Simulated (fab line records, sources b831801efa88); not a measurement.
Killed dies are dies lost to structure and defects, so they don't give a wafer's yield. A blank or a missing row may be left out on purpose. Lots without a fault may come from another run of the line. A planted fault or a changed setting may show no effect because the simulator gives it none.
fab line records | flow gf180mcu
record lots=13 wafers=39 last_day=34
route steps=602 shown NSD@245 SAB@275 CONTACT@291
lots that met no fault: from a run of the same line without faults
start_h: hours from the record's first day to the start of the lot's first wafer shown | wait_h: hours since the lot's step before | " the same as in the row above | L1.1+2: a row that stands for several wafers | - no value, or no start given | * or withheld: withheld | < > ~ a bound
route shown NAME@n: a module of which the file shows steps, and the number in the route of the first | usual: mean/standard deviation of fault-free wafers | same: alike in all rows | chamber/n: place in a boat | sites: the reading at each site | _std_site: their standard deviation | _edge_site: outer sites' mean less inner sites' | radius_mm: how far each site lies from the wafer's centre | mask NAME#n: copy n | behind: the tool/chamber that last shaped the wafer | hold: why the lot was held/for how many hours/how that ended | device: the transistor (n, p or np) that didn't switch | end of line: the same wafers' tests at the end of the route | a step without rows: its recipe alone | killed: dies lost to structure and defects at the first sort, not the wafer's yield | map: a wafer's dies, x killed, . not, _ none there
set.NAME: the setting as run; set.NAME@STEP: as run at that earlier step | model.NAME: the simulator's own value behind a step, which no gauge read
steps of the route over a sample of lots; a table a step, a row a wafer
services: from which hour (start_h, from the record's first day; less than 0 if before it) a tool's chamber was out of use, for how many hours, and why
## steps
# step GF_NSD_IMPLANT_10
# recipe species=P energy_kev=40 dose_cm2=5e+14 tilt_deg=7
# columns lot.wafer tool chamber start_h wait_h
L904.2+5+6 implanter-01 0 292.42 0.1
L905.2+5+6 implanter-04 0 297.87 0.1
L906.1+2+4 implanter-02 0 310.02 0.1
L907.1+3+6 implanter-04 0 314.24 0.1
L909.1+3+4 implanter-01 0 331.41 0.1
L910.2+4+6 implanter-02 0 347.62 0.1
L911.1+2+6 implanter-02 0 359.19 0.1
L918.1+2+6 implanter-01 0 422.88 0.1
L922.2+3+4 implanter-04 0 452.84 0.1
L923.3+5+6 implanter-04 0 460.86 0.1
L925.2+5+6 implanter-02 0 472.62 0.1
L927.2+3+6 implanter-04 0 482.82 0.1
L926.3+4+5 implanter-04 0 486.95 0.1
# step GF_PSD_RS_MEAS_14
# recipe thk_meas_gauge=four-point-probe
# usual NSD_RS=46.10/0.083
# columns lot.wafer tool chamber start_h wait_h NSD_RS[ohm/sq]
L904.2 film_metro-03 - 313.02 0.1 46.09
L904.5 " - " " 46.20
L904.6 " - " " 46.03
L905.2 film_metro-01 - 319.23 0.1 46.17
L905.5 " - " " 46.09
L905.6 " - " " 46.14
L906.1 film_metro-03 - 331.09 0.1 46.04
L906.2 " - " " 46.09
L906.4 " - " " 46.02
L907.1 film_metro-03 - 335.54 0.1 46.14
L907.3 " - " " 46.11
L907.6 " - " " 46.07
L909.1 film_metro-01 - 353.69 0.1 46.03
L909.3 " - " " 46.12
L909.4 " - " " 46.17
L910.2 film_metro-03 - 370.03 0.1 46.21
L910.4 " - " " 46.21
L910.6 " - " " 46.14
L911.1 film_metro-02 - 382.42 0.1 46.02
L911.2 " - " " 46.07
L911.6 " - " " 46.17
L918.1 film_metro-01 - 447.86 0.1 46.30
L918.2 " - " " 46.40
L918.6 " - " " 46.42
L922.2 film_metro-02 - 477.16 0.1 46.08
L922.3 " - " " 45.91
L922.4 " - " " 46.06
L923.3 film_metro-02 - 485.30 0.1 46.14
L923.5 " - " " 46.06
L923.6 " - " " 46.19
L925.2 film_metro-01 - 496.61 0.1 46.05
L925.5 " - " " 45.98
L925.6 " - " " 46.10
L927.2 film_metro-01 - 507.33 0.1 46.10
L927.3 " - " " 46.03
L927.6 " - " " 46.10
L926.3 film_metro-01 - 510.93 0.1 46.18
L926.4 " - " " 46.06
L926.5 " - " " 46.13
# step GF_SAB_ETCH_11
# recipe chemistry=C4F8/O2/Ar mask_material=NOVOLAK target=SiO2 target_depth_nm=55 source_w=1500 bias_w=1200 pressure_mtorr=40 c4f8_flow_sccm=withheld O2_flow_sccm=6 Ar_flow_sccm=300 time_s=8.5
# usual oes_product_au=1.003/0.011
# columns lot.wafer tool chamber start_h wait_h oes_product_au rf_hours_counter_h
L904.2 rie_diel-04 2 333.59 0.0 0.996 3
L904.5 " 1 " " 0.989 -
L904.6 " 2 " " 1.002 -
L905.2 rie_diel-03 1 340.76 0.0 1.005 4
L905.5 " 1 " " 0.997 -
L905.6 " 2 " " 1.013 -
L906.1 rie_diel-04 3 352.71 0.0 0.984 0
L906.2 " 0 " " 0.979 88
L906.4 " 1 " " 1.002 1
L907.1 rie_diel-04 1 357.81 0.0 1.013 1
L907.3 " 2 " " 1.002 4
L907.6 " 1 " " 0.999 -
L909.1 rie_diel-03 2 376.17 0.0 1.020 9
L909.3 " 0 " " 1.014 48
L909.4 " 1 " " 1.004 5
L910.2 rie_diel-04 0 392.84 0.0 0.984 89
L910.4 " 2 " " 0.991 5
L910.6 " 1 " " 0.993 -
L911.1 rie_diel-03 2 406.11 0.0 1.009 10
L911.2 " 0 " " 1.004 49
L911.6 " 2 " " 1.013 -
L918.1 rie_diel-04 0 471.91 0.0 0.988 91
L918.2 " 3 " " 0.983 3
L918.6 " 1 " " 1.003 -
L922.2 rie_diel-03 1 500.66 0.0 1.005 8
L922.3 " 0 " " 1.010 51
L922.4 " 2 " " 1.018 13
L923.3 rie_diel-04 1 508.84 0.0 0.997 5
L923.5 " 3 " " 0.982 -
L923.6 " 1 " " 1.000 -
L925.2 rie_diel-04 1 519.89 0.0 1.005 5
L925.5 " 2 " " 1.007 -
L925.6 " 1 " " 1.002 -
L927.2 rie_diel-03 3 530.46 0.0 1.020 10
L927.3 " 2 " " 1.016 14
L927.6 " 3 " " 1.001 -
L926.3 rie_diel-02 0 534.31 0.0 1.016 13
L926.4 " 1 " " 1.004 17
L926.5 " 1 " " 1.005 -
# step GF_SAB_STRIP_13
# recipe chemistry=O2/N2 power_w=1400 pressure_mtorr=1500 platen_temp_c=250 o2_flow_sccm=3000 n2_flow_sccm=300 overash_fraction=0.5
# usual drypump_motor_current_A=6.14/0.21 heater_power_w=346/34 oes_product_au=0.709/0.0048 strip_time_to_endpoint_s=12.60/0.038
# columns lot.wafer tool chamber start_h wait_h drypump_motor_current_A heater_power_w oes_product_au rf_hours_counter_h strip_time_to_endpoint_s
L904.2 plasma_asher-03 0 333.75 0.0 6.08 336 0.706 58 12.61
L904.5 " 0 " " 6.11 332 0.718 - 12.61
L904.6 " 1 " " 6.44 270 0.699 - 12.61
L905.2 plasma_asher-01 0 340.92 0.0 5.78 371 0.703 68 12.57
L905.5 " 0 " " 5.79 372 0.702 - 12.57
L905.6 " 1 " " 5.95 330 0.707 - 12.62
L906.1 plasma_asher-01 1 352.89 0.0 5.92 325 0.707 69 12.62
L906.2 " 0 " " 5.77 366 0.711 69 12.61
L906.4 " 0 " " 5.77 364 0.710 - 12.64
L907.1 plasma_asher-01 0 357.97 0.0 5.76 371 0.705 69 12.55
L907.3 " 1 " " 5.90 319 0.712 - 12.58
L907.6 " 0 " " 5.77 368 0.711 - 12.58
L909.1 plasma_asher-02 0 376.32 0.0 6.08 356 0.711 24 12.60
L909.3 " 1 " " 6.33 383 0.716 - 12.59
L909.4 " 0 " " 6.12 356 0.703 - 12.63
L910.2 plasma_asher-03 0 393.00 0.0 6.12 335 0.706 65 12.55
L910.4 " 0 " " 6.09 320 0.721 - 12.56
L910.6 " 0 " " 6.14 333 0.702 - 12.60
L911.1 plasma_asher-02 0 406.28 0.0 6.09 360 0.718 27 12.59
L911.2 " 1 " " 6.34 379 0.706 27 12.62
L911.6 " 0 " " 6.14 362 0.714 - 12.59
L918.1 plasma_asher-02 0 472.08 0.0 6.11 361 0.711 33 12.65
L918.2 " 1 " " 6.31 384 0.714 33 12.63
L918.6 " 1 " " 6.30 392 0.721 - 12.64
L922.2 plasma_asher-03 1 500.81 0.0 6.41 285 0.706 77 12.63
L922.3 " 1 " " 6.42 277 0.698 - 12.65
L922.4 " 0 " " 6.16 333 0.706 - 12.63
L923.3 plasma_asher-02 1 509.04 0.0 6.32 394 0.708 - 12.64
L923.5 " 1 " " 6.33 373 0.712 - 12.65
L923.6 " 0 " " 6.05 354 0.714 - 12.65
L925.2 plasma_asher-01 0 520.04 0.0 5.76 378 0.717 86 12.62
L925.5 " 1 " " 5.95 319 0.705 - 12.62
L925.6 " 0 " " 5.77 366 0.710 - 12.66
L927.2 plasma_asher-03 0 530.61 0.0 6.12 334 0.708 80 12.63
L927.3 " 1 " " 6.42 280 0.704 - 12.59
L927.6 " 0 " " 6.15 329 0.715 - 12.56
L926.3 plasma_asher-02 1 534.50 0.0 6.34 384 0.718 - 12.64
L926.4 " 0 " " 6.10 360 0.705 - 12.62
L926.5 " 1 " " 6.34 395 0.706 - 12.64
# step GF_CONTACT_CMP_04
# recipe material=SiO2 down_force_psi=4 platen_rpm=60 pad_velocity_m_s=0.94248
# usual motor_current_A=12.8/1.5 time_to_endpoint_s=110/5.1
# columns lot.wafer tool chamber start_h wait_h motor_current_A time_to_endpoint_s
L904.2 cmp-01 2 334.75 0.1 14.6 112
L904.5 " 1 " " 12.6 112
L904.6 " 2 " " 14.9 116
L905.2 cmp-02 0 341.91 0.1 12.6 101
L905.5 " 3 " " 9.3 108
L905.6 " 0 " " 12.1 113
L906.2 cmp-02 2 353.85 0.0 14.2 109
L906.4 " 3 " " 9.4 113
L906.1 " 0 " " 11.6 109
L907.3 cmp-01 1 358.97 0.1 12.3 105
L907.1 " 3 " " 11.8 114
L907.6 " 0 " " 13.6 110
L909.4 cmp-02 1 377.27 0.0 13.4 115
L909.3 " 2 " " 14.0 111
L909.1 " 3 " " 9.4 112
L910.4 cmp-02 1 394.09 0.1 13.4 120
L910.2 " 3 " " 9.3 117
L910.6 " 1 " " 13.4 121
L911.1 cmp-01 0 407.54 0.4 13.6 108
L911.2 " 2 " " 14.1 101
L911.6 " 0 " " 13.8 115
L918.2 cmp-01 2 473.03 0.0 14.3 106
L918.1 " 0 " " 14.0 109
L918.6 " 2 " " 13.7 117
L922.4 cmp-01 1 501.81 0.0 12.9 119
L922.3 " 3 " " 11.8 113
L922.2 " 0 " " 13.8 105
L923.3 cmp-01 2 510.05 0.1 14.3 106
L923.6 " 0 " " 13.4 109
L923.5 " 1 " " 12.5 112
L925.2 cmp-02 0 520.99 0.0 11.9 99
L925.5 " 0 " " 11.6 108
L925.6 " 1 " " 13.2 111
L927.2 cmp-01 1 531.56 0.0 13.4 106
L927.3 " 3 " " 12.0 107
L927.6 " 2 " " 13.8 114
L926.3 cmp-01 2 535.45 0.1 14.8 107
L926.4 " 1 " " 13.4 116
L926.5 " 3 " " 11.2 114
## services
# columns tool chamber start_h hours kind
plasma_asher-02 - 275.56 11.4 repair
cmp-01 - 287.72 7.4 pm
cmp-01 - 295.38 15.8 pm
rie_diel-03 1 298.01 2.4 repair
cmp-02 - 300.69 0.7 repair
plasma_asher-02 - 302.57 13.1 repair
plasma_asher-02 - 305.18 0.7 repair
rie_diel-04 1 310.62 16.1 repair
cmp-01 - 312.89 1.7 repair
rie_diel-04 0 341.53 3.1 repair
plasma_asher-02 - 359.37 4.4 repair
cmp-01 - 371.95 2.0 repair
cmp-01 - 372.22 2.1 repair
plasma_asher-02 - 376.90 3.6 repair
cmp-02 - 404.00 4.0 pm
plasma_asher-02 - 414.24 6.8 repair
rie_diel-03 3 416.31 3.4 repair
plasma_asher-02 - 418.54 2.2 repair
cmp-01 - 437.38 7.1 pm
rie_diel-03 3 457.45 2.6 repair
cmp-01 - 463.06 2.7 repair
plasma_asher-02 - 473.57 3.4 repair
cmp-01 - 518.35 0.8 repair
cmp-01 - 519.84 1.5 repair
## key
first_sign step=GF_PSD_RS_MEAS_14 reading=NSD_RS direction=up sigmas=3.2 usual=46.10 struck=46.37
effect none on later readings
met_at GF_NSD_IMPLANT_10
struck_lots L918
tester_left_out L918
not_acting_at GF_SAB_ETCH_11,GF_SAB_STRIP_13,GF_CONTACT_CMP_04
onset_between 331.41 422.88
fault kind=process_parameter_drift tool=implanter-01 chamber=- onset_h=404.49 steps=GF_NSD_IMPLANT_10 channel=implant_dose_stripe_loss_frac offset=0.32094 shape=step end_h=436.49
# tester_left_out: of these lots the tester's yield and bins aren't shown, on N5 and GAA mostly nor the transistor test; their killed dies are dies lost to structure and defects alone, not to doping, threshold or leakage, so they don't give the yield
